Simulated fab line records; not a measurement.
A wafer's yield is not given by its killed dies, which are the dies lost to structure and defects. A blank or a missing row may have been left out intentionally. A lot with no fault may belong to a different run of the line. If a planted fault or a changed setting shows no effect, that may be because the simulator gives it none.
Comparing a struck lot with a sound one | flow sky130 | 23 out of 708 route steps
Sound: the wafers L837.1, L837.2, L837.5. The struck wafers were L840.2, L840.3, L840.5. The cause comes at the end.
Per side, at each step with rows, come the tool, then ch with its chambers, and then its first start. Under that, the readings that differ: sound wafers | struck wafers | difference of the means | sigmas: that difference in standard deviations of wafers without a fault.
alike: words and numbers the same on both sides, and readings whose means are apart by under 2 such deviations; not compared: readings that were withheld, readings missing a value for some wafer, numbers with overlapping values and no deviation given by the record, and bounds like >300 which may hide the same value.
The two part at a step that has a row with sigmas, a row that says differs or no value, or rows on one side only. When numbers do not overlap yet have no deviation, they are printed without sigmas and do not part them. Lack of a reading on every wafer of one side parts them only where that side has two or more wafers.

first, 1 step without rows for these wafers: SKY_CAP2M_DEVELOP_11 (develop time 60 s).
SKY_CAP2M_OVL_MEAS_12:
  sound on overlay-02 at day 44 02:34; struck on overlay-02 at day 44 22:57
  alike: CAP2M_OVL
SKY_CAP2M_METAL_ETCH_13: etches TiN in Cl2/BCl3, stops on SiO2, target depth 220 nm, time 62.9 s.
  sound on rieMetal-04 ch 0,1, day 44 02:37; struck on rieMetal-04 ch 1, day 44 22:59
  alike: biasW, drypumpMotorCurrentA, oesProductAu, throttleValvePct
  not compared: rfHoursCounterH
SKY_CAP2M_STRIP_14: strips in O2/N2.
  sound on plasmaAsher-03 ch 0,1, day 44 02:41; struck on plasmaAsher-01 ch 0,1, day 44 23:03
reading                  | sound             | struck            | difference | sigmas
stripTimeToEndpointS (s) | 12.76 12.76 12.81 | 12.66 12.66 12.65 | -0.12      | -2
  alike: drypumpMotorCurrentA, oesProductAu
  not compared: rfHoursCounterH
then, 8 steps without rows for these wafers: SKY_CAP2M_STRIP_15 (strips in post etch residue remover, time 1200 s); SKY_CAP2M_CLEAN_16 (cleans in IPA, time 180 s); SKY_CAP2M_CLEAN_17 (cleans in O3/DIW); SKY_METAL4_DEHYDRATE_05 (time 60 s); SKY_METAL4_HMDS_06 (prime time 60 s); SKY_METAL4_COAT_07 (resist thk 59.38 nm); SKY_METAL4_COAT_08 (resist thk 1140 nm); SKY_METAL4_SOFTBAKE_09 (time 90 s).
SKY_METAL4_EXPOSE_10: exposes mask MM4, target cd 300 nm.
  sound on krfScanner-02 ch 0, day 44 14:28; struck on krfScanner-01 ch 0, day 45 10:05
reading           | sound                | struck               | difference | sigmas
exposureDoseMJCm2 | 27.908 27.941 27.932 | 25.674 25.687 25.725 | -2.232     | -86
  alike: mask, focusOffsetNm
then, 2 steps without rows for these wafers: SKY_METAL4_PEB_11; SKY_METAL4_DEVELOP_12 (develop time 60 s).
SKY_METAL4_CD_MEAS_13 targets a cd of 300 nm.
  sound on cdSem-01 at day 45 02:25; struck on cdSem-01 at day 45 21:05
reading   | sound             | struck            | difference | sigmas
cdNm (nm) | 300.2 302.2 301.0 | 313.9 314.0 314.8 | +13.1      | +9
SKY_METAL4_OVL_MEAS_14:
  sound on overlay-02 at day 45 02:32; struck on overlay-01 at day 45 21:11
  alike: METAL4_OVL
SKY_METAL4_DESCUM_15: chemistry O2, time 8 s.
  sound on rieMetal-04 ch 0,1, day 45 02:35; struck on rieMetal-04 ch 0,1, day 45 21:13
reading                | sound             | struck        | difference | sigmas
model.METAL4.cdNm (nm) | 300.1 302.3 301.3 | 314 314.1 315 | +13        | 
  alike: drypumpMotorCurrentA, oesProductAu, tempC
  not compared: rfHoursCounterH
SKY_METAL4_ETCH_16: etches BARC in N2/H2, stops on SiO2, time 88.2 s, target depth 60 nm.
  sound on rieMetal-04 ch 0,1, day 45 02:37; struck on rieMetal-04 ch 0,1, day 45 21:15
  alike: biasW, drypumpMotorCurrentA, oesProductAu, throttleValvePct
  not compared: rfHoursCounterH
SKY_METAL4_ETCH_17: etches SiO2 in C4F8/O2/Ar, stops on TiN, time 3.9 s, target depth 15 nm.
  sound on rieDiel-01 ch 2,3, day 45 02:43; struck on rieDiel-03 ch 0,1,2, day 45 21:21
  alike: biasW, oesProductAu
  not compared: rfHoursCounterH
SKY_METAL4_METAL_ETCH_18: etches the open film in Cl2/BCl3, stops on SiO2, target depth 845 nm, time 183.1 s.
  sound on rieMetal-01 ch 0,1, day 45 02:44; struck on rieMetal-03 ch 0,1, day 45 21:22
reading                | sound             | struck            | difference | sigmas
model.METAL4.cdNm (nm) | 304.1 300.8 304.1 | 313.9 319.9 315.8 | +13.5      | 
  alike: biasW, drypumpMotorCurrentA, oesProductAu, throttleValvePct
  not compared: rfHoursCounterH
SKY_METAL4_STRIP_19: strips in O2/N2.
  sound on plasmaAsher-01 ch 0,1, day 45 02:54; struck on plasmaAsher-01 ch 0,1, day 45 21:32
  alike: drypumpMotorCurrentA, oesProductAu, stripTimeToEndpointS
  not compared: rfHoursCounterH
-- the record jumps here: 4 days lie between the struck wafers' starts before and after (it left off in module METAL4 and takes up again in module PAD_OPEN, whose first step shown is number 708 of the route) --
SKY_PAD_OPEN_PROBE_99:
  sound on prober-01 at day 48 22:02; struck on prober-02 at day 49 11:53
reading                       | sound                | struck               | difference | sigmas
model.etest.met4.widthNm (nm) | 302.2 302.9 302.6    | 315.2 318.5 314.8    | +13.6      | 
model.etest.met4.lineOhmUm    | 0.1359 0.1378 0.1378 | 0.1317 0.1274 0.1309 | -0.0072    | 
  alike: defectLimitedYield, killed_at_M0_to_M3, killed_at_M4_up, killedAtContacts, killedAtFrontEnd, killedAtOther, killedDies, killedOpen, killedShort, sort_bin_3_pad_short, sort_bin_5_function, sort_bin_6_memory, sort_bin_8_speed, sortNPass, sortYieldPct

== WHERE THEY PART ==
At SKY_CAP2M_STRIP_14 first; at SKY_METAL4_CD_MEAS_13 last (within this record only). Later steps at which nothing parts them and some readings are alike: SKY_METAL4_OVL_MEAS_14, SKY_METAL4_DESCUM_15, SKY_METAL4_ETCH_16, SKY_METAL4_ETCH_17, SKY_METAL4_METAL_ETCH_18, SKY_METAL4_STRIP_19, SKY_PAD_OPEN_PROBE_99.

WHY: whatever the simulator had introduced
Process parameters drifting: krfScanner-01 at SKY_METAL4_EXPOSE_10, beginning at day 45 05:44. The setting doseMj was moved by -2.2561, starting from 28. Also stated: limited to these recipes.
